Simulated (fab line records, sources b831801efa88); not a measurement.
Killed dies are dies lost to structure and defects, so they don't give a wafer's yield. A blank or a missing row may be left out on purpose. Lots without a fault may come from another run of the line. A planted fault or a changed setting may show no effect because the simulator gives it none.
Which tool did it? | flow sky130 | 13 lots, 39 wafers sampled, at 1 step of a route of 708

WHAT THE GAUGES READ, wafer by wafer
SKY_POLY_CUT_OVL_MEAS_09. Usual: POLY_CUT_OVL -1 nm, standard deviation 5.5.
lot  | measured     | on         | POLY_CUT_OVL (nm) | flag
L459 | day 24 02:21 | overlay-02 | -10 -8 -11        |
L460 | day 25 01:47 | overlay-01 | 4 -5 1            |
L462 | day 25 10:02 | overlay-02 | 4 -4 7            |
L463 | day 26 11:27 | overlay-01 | -1 -2 -1          |
L471 | day 28 23:17 | overlay-02 | -1 0 2            |
L474 | day 29 10:05 | overlay-02 | 3 -4 -11          |
L475 | day 30 03:28 | overlay-02 | 1 -4 -4           |
L476 | day 30 08:29 | overlay-01 | 0 8 12            |
L477 | day 30 13:43 | overlay-02 | -11 -12 -5        |
L478 | day 30 19:19 | overlay-02 | -1 0 -4           |
L480 | day 31 08:14 | overlay-01 | 5 -1 -1           |
L481 | day 31 16:33 | overlay-02 | 5 0 -2            |
L482 | day 32 12:37 | overlay-01 | -5 -7 -3          |

WHICH TOOL RAN EACH LOT (tool, then ch and the chambers of the sampled wafers, then the start)
The record holds no process step before these readings.

WHAT THE TOOLS THEMSELVES READ (means of the sampled wafers that have a number; where no wafer has one, the mark that the record gives instead)
The record holds no such reading with a usual standard deviation.

THE ANSWER, worked out from the rows above alone
Rule: a lot is off if the mean of its wafers that have a number lies more than 3 standard deviations from the usual mean. A lot without any number at a reading at which 4 lots or more have one is off too. The other lots that the step has rows for count as sound. The gauges are gone through in route order, then the tools' own readings, and for those a lot's mean is taken as printed above. The first step at which some lot is off is used, and at that step the reading that is off furthest; a lot without a number counts as furthest.
No lot is off at any reading shown: from this, nothing can be told.

WHAT THE SIMULATOR HAD PUT IN
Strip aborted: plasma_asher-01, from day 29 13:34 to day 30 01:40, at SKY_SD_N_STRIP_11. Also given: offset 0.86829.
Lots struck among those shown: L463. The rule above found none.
